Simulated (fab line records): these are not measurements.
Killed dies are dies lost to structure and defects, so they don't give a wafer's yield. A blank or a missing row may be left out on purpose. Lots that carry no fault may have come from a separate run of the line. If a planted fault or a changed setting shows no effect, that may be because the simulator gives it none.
What tool caused it? :: flow gf180mcu :: 7 lots, 21 wafers sampled, at 2 steps of a route of 602

## WHAT EACH GAUGE READ, for each wafer
GF_MVPSD_TW_MEAS_11.
lot: L555
measured: day 5 11:41
on: film_metro-02
MVPSD_TW: 551 547 550

lot: L558
measured: day 6 01:08
on: film_metro-02
MVPSD_TW: 550 551 550

lot: L561
measured: day 6 23:48
on: film_metro-03
MVPSD_TW: 546 545 545

lot: L563
measured: day 7 14:29
on: film_metro-01
MVPSD_TW: 556 560 558

lot: L565
measured: day 7 21:57
on: film_metro-02
MVPSD_TW: 555 554 553

lot: L568
measured: day 8 13:56
on: film_metro-03
MVPSD_TW: 553 546 544

lot: L576
measured: day 10 10:26
on: film_metro-02
MVPSD_TW: 644 647 646

## EACH LOT AND THE TOOL THAT RAN IT (in order: tool; ch and the chambers of the sampled wafers; start)
lot: L555
GF_MVPSD_IMPLANT_09: implanter-03 ch 0, day 5 11:27

lot: L558
GF_MVPSD_IMPLANT_09: implanter-04 ch 0, day 6 00:53

lot: L561
GF_MVPSD_IMPLANT_09: implanter-03 ch 0, day 6 23:33

lot: L563
GF_MVPSD_IMPLANT_09: implanter-04 ch 0, day 7 14:14

lot: L565
GF_MVPSD_IMPLANT_09: implanter-01 ch 0, day 7 21:42

lot: L568
GF_MVPSD_IMPLANT_09: implanter-03 ch 0, day 8 13:41

lot: L576
GF_MVPSD_IMPLANT_09: implanter-04 ch 0, day 10 10:11
- GF_MVPSD_IMPLANT_09

## THE ANSWER, worked out from the rows above alone
Rule: usual is defined by the lots themselves. The widest of any qualifying gaps counts: lots, ordered by their means at a reading, are off when they make up no more than a third of the lots, leave a main group of 4 or more, and stand apart from it by 3 or more times the standard deviation of that group's means. The tables above print the reading to a certain number of digits; a main group whose means all agree to those digits is not used. Also off: a lot with no number at a reading for which 4 or more lots have one. Where the step has rows for the other lots, those lots are counted as sound.
Off: L576, at GF_MVPSD_TW_MEAS_11 (MVPSD_TW). Mean 551 and standard deviation 4.2 in the main group.
If a tool, at a process step before that reading, ran all the lots that are off and no sound lot after the first of them, it fits. Those tools and the gauges at GF_MVPSD_TW_MEAS_11 are tried in the same way. Can't be told from this: 2 tools fit, implanter-04 at GF_MVPSD_IMPLANT_09, film_metro-02 at GF_MVPSD_TW_MEAS_11.

## WHAT THE SIMULATOR HAD INSERTED
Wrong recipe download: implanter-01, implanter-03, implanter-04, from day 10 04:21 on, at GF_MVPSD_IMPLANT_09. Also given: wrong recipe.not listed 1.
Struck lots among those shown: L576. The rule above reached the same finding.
